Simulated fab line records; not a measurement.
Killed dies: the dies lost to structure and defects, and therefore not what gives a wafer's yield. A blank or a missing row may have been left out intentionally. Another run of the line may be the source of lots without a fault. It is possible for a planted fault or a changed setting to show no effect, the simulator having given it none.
The same fault as seen by 2 desks -- flow sky130 -- what lay behind the numbers comes last; until then each desk has only its own

AT THE METROLOGY DESK
Lot by lot, what the gauges showed, no matter which tool ran the lot: averages of those sampled wafers that carry a number. Marked OUT: a lot whose mean sits more than 4 standard deviations from the usual mean, which makes it out of limits; the brackets give that distance.
Columns: A = LI_CONTACT_W_THK at SKY_LI_CONTACT_THK_MEAS_23, usual 399 nm
lot,first seen here,A
L641,day 29 10:44,393
L642,day 29 15:57,405
L643,day 29 21:34,391
L648,day 32 02:16,401
L649,day 32 04:15,406
L652,day 32 21:38,392
L658,day 34 20:49,398
L659,day 35 03:06,405
L660,day 35 05:10,400
L661,day 35 14:09,401
L662,day 35 23:14,396
L663,day 36 05:21,397
L664,day 36 10:55,393
This desk's verdict: no lot among the 13 shows anything out of limits.

FOR THE TOOL OWNER'S DESK: rieMetal-03
The tool's own readings at SKY_LOCAL_INTERCONNECT_METAL_ETCH_14 (etches TiN in Cl2/BCl3, stops on PSG, target depth 110 nm, time 31.4 s): means of the sampled wafers that have a number, for each lot that ran on this tool. Marked OUT: a lot whose mean sits more than 4 standard deviations from the usual mean, which makes it out of limits; the brackets give that distance.
Columns: A = drypumpMotorCurrentA at SKY_LOCAL_INTERCONNECT_METAL_ETCH_14, usual 5.9 A; B = oesProductAu at SKY_LOCAL_INTERCONNECT_METAL_ETCH_14, usual 0.944 a.u.; C = throttleValvePct at SKY_LOCAL_INTERCONNECT_METAL_ETCH_14, usual 21.898 %
lot,first seen here,A,B,C
L642,day 30 21:09,5.1,0.946,21.903
L643,day 31 02:19,5.4,0.934,21.903
L649,day 33 07:39,5.9,0.911 (-4.3) OUT,21.912
L652,day 34 00:22,5.5,0.909 (-4.7) OUT,21.920
L661,day 36 17:40,5.6,0.942,21.897
L662,day 37 02:25,5.4,0.949,21.894
Finding of this desk: L649, L652 out of limits; the first was L649 at day 33 07:39, on oesProductAu at SKY_LOCAL_INTERCONNECT_METAL_ETCH_14. L642, L643, L661, L662 stayed within limits.

PUT TOGETHER
At day 33 07:39, on L649, L652, the tool owner's desk was in a position to raise an alarm.
The metrology desk saw nothing out of limits.
The metrology desk holds a record of L649, L652, inside its limits.
The lots listed all ran SKY_LOCAL_INTERCONNECT_METAL_ETCH_14 on rieMetal-03.

WHAT THE SIMULATOR HAD PUT IN
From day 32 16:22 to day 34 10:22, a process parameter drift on rieMetal-03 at SKY_LOCAL_INTERCONNECT_METAL_ETCH_14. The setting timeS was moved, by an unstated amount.
Shown lots that were struck: L649, L652.
Hours from the fault's start to each desk's first reading out of limits: the tool owner's desk, 15.
